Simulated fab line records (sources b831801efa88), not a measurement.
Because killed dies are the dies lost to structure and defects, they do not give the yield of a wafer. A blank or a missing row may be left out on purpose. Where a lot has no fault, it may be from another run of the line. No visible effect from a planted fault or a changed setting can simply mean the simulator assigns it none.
Comparing a struck lot with a sound one -- flow sky130 -- 13 out of 708 route steps
Sound: the wafers L991.2, L991.4, L991.5. Wafers L998.4, L998.5, L998.6 were the ones struck. The cause is given at the end.
At each step with rows: each side's tool, then ch and its chambers, then its first start. Under that, the readings that differ: sound wafers -- struck wafers -- difference of the means -- sigmas: that difference in standard deviations of wafers without a fault.
alike: words and numbers the same on both sides, and readings whose means are apart by under 2 such deviations; not compared: readings that were withheld, readings missing a value for some wafer, numbers with overlapping values and no deviation given by the record, and bounds like >300 which may hide the same value.
A row with sigmas, a row that says differs or no value, or rows on one side alone: a step with any of these is where the two part. Numbers that have no deviation but don't overlap get no sigmas and don't part them. A reading that every wafer of one side lacks parts them only if that side has two wafers or more.

first, 1 step without rows for these wafers: SKY_NWELL_IMPLANT_24.
SKY_NWELL_STRIP_25: strips in O2/N2.
  sound on plasmaAsher-01 ch 1, day 5 13:07; struck on plasmaAsher-03 ch 0,1, day 7 01:58
  alike: drypumpMotorCurrentA, oesProductAu, stripTimeToEndpointS
  not compared: rfHoursCounterH
SKY_NWELL_TW_MEAS_26:
  sound: filmMetro-01 at day 5 13:14; struck: filmMetro-01 at day 7 02:04
  alike: NWELL_2_TW
then, 1 step without rows for these wafers: SKY_NWELL_CLEAN_27 (cleans in SC1/SC2, time 150 s).
SKY_NWELL_RTA_28: time 30 s.
  sound on rtpAnneal-02 ch 0, day 5 13:24; struck on rtpAnneal-02 ch 0, day 7 02:12
  alike: lampPowerPct, wafer_temp_C_max
SKY_NWELL_RS_MEAS_29: uses a four-point probe to measure.
  sound: filmMetro-02 at day 5 13:31; struck: filmMetro-01 at day 7 02:19
  alike: NWELL_RS
SKY_NWELL_RS_MEAS_31: uses a four-point probe to measure.
  sound: filmMetro-02 at day 5 13:45; struck: filmMetro-01 at day 7 02:33
  alike: PWDE_RS
then, 3 steps without rows for these wafers: SKY_VT_ADJUST_HVTP_DEHYDRATE_00 (time 60 s); SKY_VT_ADJUST_HVTP_HMDS_01 (prime time 60 s); SKY_VT_ADJUST_HVTP_COAT_02 (resist thk 1140 nm).
SKY_VT_ADJUST_HVTP_SOFTBAKE_03: time 61.52 s.
  sound on lithoTrack-04 ch 0, day 5 22:55; struck on lithoTrack-02 ch 0, day 7 12:01
reading,sound,struck,difference,sigmas
plateSensorTCentreC (C),90.755 90.726 90.753,90.764 90.762 90.771,+0.021,+2
  alike: heaterPowerTotalW, plateSensorTEdgeC, resistLineTempC
SKY_VT_ADJUST_HVTP_EXPOSE_04: exposes mask HVTPM, target cd 380 nm.
  struck on ilineStepper-02, day 7 12:08; sound on ilineStepper-02 ch 0, day 5 23:11
  no value came back on the struck wafers for exposureDoseMJCm2, focusOffsetNm (nm), reticleTempC (C); on the sound wafers exposureDoseMJCm2 reads 141.1 141.3 141.2
  alike: mask
next, for these wafers, 1 step has no rows: SKY_VT_ADJUST_HVTP_PEB_05.

WHERE THEY PART
Earliest at SKY_VT_ADJUST_HVTP_SOFTBAKE_03; latest, in this record, at SKY_VT_ADJUST_HVTP_EXPOSE_04.

WHY: what had been put in by the simulator
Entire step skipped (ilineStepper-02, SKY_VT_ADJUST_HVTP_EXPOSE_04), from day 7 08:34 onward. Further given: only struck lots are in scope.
